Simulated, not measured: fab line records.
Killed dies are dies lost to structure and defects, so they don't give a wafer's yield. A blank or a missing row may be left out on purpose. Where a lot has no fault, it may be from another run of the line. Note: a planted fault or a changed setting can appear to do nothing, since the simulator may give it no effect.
Which tool was responsible?    flow gf180mcu    Sampling: 14 lots, 42 wafers, 4 of 602 route steps

WHAT THE GAUGES READ, wafer by wafer
GF_MVPSD_OVL_MEAS_07.
lot   measured      on          MVPSD_OVL (nm)
L353  day 5 02:42   overlay-01  -0.7 -0.7 -0.8
L354  day 5 06:02   overlay-01  -0.1 1.0 -1.3
L355  day 5 11:12   overlay-02  0.1 -1.2 0.5
L356  day 5 17:53   overlay-02  0.5 0.8 2.3
L358  day 6 07:03   overlay-02  2.7 2.3 3.3
L359  day 6 12:52   overlay-01  -1.2 -2.2 0.7
L360  day 6 18:12   overlay-01  1.5 3.1 3.5
L363  day 7 10:48   overlay-02  -0.4 1.0 1.9
L364  day 7 19:26   overlay-02  -0.1 1.1 0.5
L366  day 8 08:42   overlay-02  -1.4 -1.2 0.5
L369  day 9 00:39   overlay-02  2.2 3.3 0.0
L370  day 9 08:50   overlay-02  1.2 0.8 0.2
L372  day 9 18:15   overlay-02  2.9 1.2 2.3
L374  day 10 04:52  overlay-02  0.8 2.0 0.9

GF_VT_IMPLANT_TW_MEAS_43.
lot   measured      on            VT_IMPLANT_4_TW
L353  day 7 16:29   filmMetro-01  692 692 687
L354  day 7 20:56   filmMetro-03  698 699 700
L355  day 8 01:29   filmMetro-01  692 690 688
L356  day 8 09:28   filmMetro-02  679 677 676
L358  day 9 00:31   filmMetro-02  683 679 680
L359  day 9 07:52   filmMetro-03  694 693 694
L360  day 9 12:19   filmMetro-02  678 683 674
L363  day 10 06:58  filmMetro-02  680 676 675
L364  day 10 15:23  filmMetro-02  677 679 678
L366  day 11 05:16  filmMetro-03  696 693 692
L369  day 11 23:19  filmMetro-01  696 698 695
L370  day 12 09:32  filmMetro-03  692 693 697
L372  day 12 19:51  filmMetro-03  696 693 694
L374  day 13 06:32  filmMetro-01  697 697 696

GF_POLY_GATE_CD_MEAS_18.
lot   measured      on        cdNm (nm)
L353  day 9 13:17   cdSem-02  282.3 277.7 279.7
L354  day 9 20:04   cdSem-01  282.1 281.8 282.8
L355  day 9 20:07   cdSem-02  281.8 282.0 282.6
L356  day 10 11:05  cdSem-02  279.9 280.5 280.9
L358  day 11 01:10  cdSem-01  281.5 280.4 281.5
L359  day 11 10:47  cdSem-01  283.7 284.1 280.4
L360  day 11 09:33  cdSem-01  282.9 281.3 283.8
L363  day 12 08:20  cdSem-02  279.4 279.7 280.3
L364  day 12 17:03  cdSem-02  280.7 280.7 279.1
L366  day 13 04:09  cdSem-02  283.4 282.4 283.3
L369  day 14 01:31  cdSem-01  280.4 284.1 279.6
L370  day 14 10:53  cdSem-02  280.6 283.0 279.7
L372  day 14 20:50  cdSem-02  283.2 281.8 283.7
L374  day 15 08:47  cdSem-01  280.0 279.0 278.7

EACH LOT AND THE TOOL THAT RAN IT (in order: tool; ch and the chambers of the sampled wafers; start)
lot   GF_DUAL_GATE_WET_ETCH_12
L353  wetBench-01 ch 0, day 8 11:20
L354  wetBench-03 ch 2, day 8 16:17
L355  wetBench-02 ch 3, day 8 20:37
L356  wetBench-03 ch 0, day 9 05:26
L358  wetBench-03 ch 0, day 9 21:23
L359  wetBench-03 ch 3, day 10 07:11
L360  wetBench-02 ch 3, day 10 07:05
L363  wetBench-03 ch 3, day 11 07:38
L364  wetBench-03 ch 0, day 11 15:08
L366  wetBench-01 ch 0, day 12 01:38
L369  wetBench-03 ch 3, day 12 21:58
L370  wetBench-01 ch 0, day 13 07:14
L372  wetBench-03 ch 1, day 13 17:26
L374  wetBench-01 ch 0, day 14 06:40
- GF_DUAL_GATE_WET_ETCH_12: etches SiO2 in dHF, target depth 13 nm, time 260 s.

AS READ BY THE TOOLS THEMSELVES (means over the sampled wafers that have a number; for cases with no such wafer, the mark the record gives instead)
GF_DUAL_GATE_WET_ETCH_12.
lot   tool         bathHeatDutyPct (%)  tempC (C)
L353  wetBench-01  5.9                  25.00
L354  wetBench-03  6.6                  24.90
L355  wetBench-02  6.6                  25.03
L356  wetBench-03  6.2                  24.93
L358  wetBench-03  6.3                  25.04
L359  wetBench-03  6.3                  25.02
L360  wetBench-02  6.8                  25.00
L363  wetBench-03  6.8                  25.09
L364  wetBench-03  6.5                  24.99
L366  wetBench-01  6.2                  24.98
L369  wetBench-03  6.3                  25.01
L370  wetBench-01  0.0                  8.48
L372  wetBench-03  5.4                  24.91
L374  wetBench-01  0.0                  8.33

THE ANSWER, worked out from the rows above alone
Rule: the lots themselves supply what counts as usual. Put in order of their means at a reading, lots are off if they are a third of the lots or fewer, leave a main group of 4 or more, and stand apart from it by a gap of 3 or more times the standard deviation of the main group's means; of several such gaps the widest counts. If all means in a main group match to the digits the tables above print for the reading, that group is not used. Also off: a lot with no number at a reading for which 4 or more lots have one. All remaining lots with rows at the step are treated as sound. The gauges are gone through in route order, then the tools' own readings, and for those a lot's mean is taken as printed above. At the first step where some lot is off, the reading lying furthest off is the one used; lots without a number count as furthest.
Off, at GF_DUAL_GATE_WET_ETCH_12 on tempC: L370, L374. Mean 24.99 C and standard deviation 0.053 in the main group.
If a tool, at that step or one of the process steps before it, ran each lot that is off and ran no sound lot following the first of them, it fits. One fits: GF_DUAL_GATE_WET_ETCH_12 on wetBench-01. A fault onset in the window from L366 (day 12 01:38, its last sound lot) to L370 (day 13 07:14, its first lot off) fits.
The tool's own readings at GF_DUAL_GATE_WET_ETCH_12 bear it out: on the lots that are off they differ by more than 5 times the standard deviation of the sound lots' means. bathHeatDutyPct reads 0.0 % there against 6.3 % on the sound lots; tempC reads 8.41 C there against 24.99 C on the sound lots.

WHAT THE SIMULATOR HAD PUT IN
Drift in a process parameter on wetBench-01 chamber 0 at GF_DUAL_GATE_WET_ETCH_12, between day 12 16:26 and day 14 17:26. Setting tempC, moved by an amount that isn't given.
Shown lots that were struck: L370, L374. The rule above reached the same finding.
